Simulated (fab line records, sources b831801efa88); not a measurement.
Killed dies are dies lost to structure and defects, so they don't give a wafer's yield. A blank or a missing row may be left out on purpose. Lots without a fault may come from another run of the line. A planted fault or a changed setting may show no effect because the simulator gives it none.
Tool commonality check | flow gf180mcu | 12 lots, 36 wafers sampled

WHY IT WAS OPENED
At GF_DUAL_GATE_THK_MEAS_03 the reading DUAL_GATE_OXIDATION_00_THK is flagged on 3 of 12 lots. Wafers without a fault read 10.87 nm, standard deviation 0.19.
Rule: a lot is flagged when every wafer of it that has a number lies more than 4 standard deviations from that mean, or none has a number. The other lots count as sound.

lot  | measured     | on            | DUAL_GATE_OXIDATION_00_THK (nm), wafer by wafer | flag
L594 | day 7 20:34  | film_metro-02 | 10.91 10.98 10.91                               |
L595 | day 8 00:17  | film_metro-04 | 10.96 10.91 10.81                               |
L597 | day 9 05:19  | film_metro-04 | 11.13 11.14 11.15                               |
L599 | day 9 10:20  | film_metro-01 | 11.19 11.17 11.31                               |
L600 | day 9 15:43  | film_metro-04 | 10.78 10.97 10.85                               |
L601 | day 10 03:06 | film_metro-04 | 10.86 10.91 10.81                               |
L602 | day 10 06:58 | film_metro-02 | 10.83 10.88 10.78                               |
L603 | day 10 13:31 | film_metro-04 | 10.93 10.91 10.72                               |
L605 | day 11 04:17 | film_metro-04 | 9.68 9.77 9.53                                  | FLAGGED
L607 | day 11 12:34 | film_metro-02 | 9.87 9.83 9.90                                  | FLAGGED
L606 | day 11 12:34 | film_metro-01 | 9.58 9.81 9.62                                  | FLAGGED
L615 | day 13 15:25 | film_metro-04 | 10.53 10.83 10.81                               |
The numbers of the flagged lots are 9.73 nm on average: -1.14 nm against the usual, or -6 standard deviations.

WHICH TOOL RAN EACH LOT
The record holds 1 process step before the reading, out of a route of 602 steps. In each cell: the tool, then ch and the chambers that the sampled wafers went through, then the start.
lot  | flag    | GF_DUAL_GATE_OXIDATION_02
L594 |         | furnace-01 ch 0, day 7 19:06
L595 |         | furnace-02 ch 0, day 7 22:49
L597 |         | furnace-02 ch 0, day 9 03:52
L599 |         | furnace-01 ch 0, day 9 08:54
L600 |         | furnace-01 ch 0, day 9 14:16
L601 |         | furnace-02 ch 0, day 10 01:40
L602 |         | furnace-01 ch 0, day 10 05:31
L603 |         | furnace-01 ch 0, day 10 12:04
L605 | FLAGGED | furnace-01 ch 0, day 11 02:50
L607 | FLAGGED | furnace-01 ch 0, day 11 11:07
L606 | FLAGGED | furnace-01 ch 0, day 11 11:07
L615 |         | furnace-02 ch 0, day 13 13:58
What these steps do:
- GF_DUAL_GATE_OXIDATION_02: stabilise 600 s, purge 300 s, target thk 10.887 nm.
- GF_DUAL_GATE_THK_MEAS_03

FLAGGED OVER TOTAL, TOOL BY TOOL (the gauges that took the reading come last)
step                      | tool          | lots run | flagged | share of the flagged lots | sound lots run after its first flagged lot
GF_DUAL_GATE_OXIDATION_02 | furnace-01    | 8        | 3       | all                       | 0
GF_DUAL_GATE_OXIDATION_02 | furnace-02    | 4        | 0       | none                      | -
GF_DUAL_GATE_THK_MEAS_03  | film_metro-01 | 2        | 1       | some                      | 0
GF_DUAL_GATE_THK_MEAS_03  | film_metro-02 | 3        | 1       | some                      | 0
GF_DUAL_GATE_THK_MEAS_03  | film_metro-04 | 7        | 1       | some                      | 1 (L615)

WHAT THE TABLE ALLOWS
1 row of the table ran every flagged lot: furnace-01 at GF_DUAL_GATE_OXIDATION_02.
- furnace-01 at GF_DUAL_GATE_OXIDATION_02: 3 of its 8 lots flagged. Its last sound lot is L603 (day 10 12:04), its first flagged lot L605 (day 11 02:50): a fault that began between those two fits. Its own readings lie more than 4 standard deviations out on every wafer of the flagged lots: spike_tc_centre_C, spike_tc_lower_C, spike_tc_top_C, spike_tc_upper_C, tube_center_temp_C, tube_center_temp_C_max.
One tool is left: furnace-01 at GF_DUAL_GATE_OXIDATION_02.

WHAT THE SIMULATOR HAD PUT IN
Process parameter drift: furnace-01, from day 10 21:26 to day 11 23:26, at GF_DUAL_GATE_OXIDATION_02. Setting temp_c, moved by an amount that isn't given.
Lots struck among those shown: L605, L607, L606. The rule above found the same.
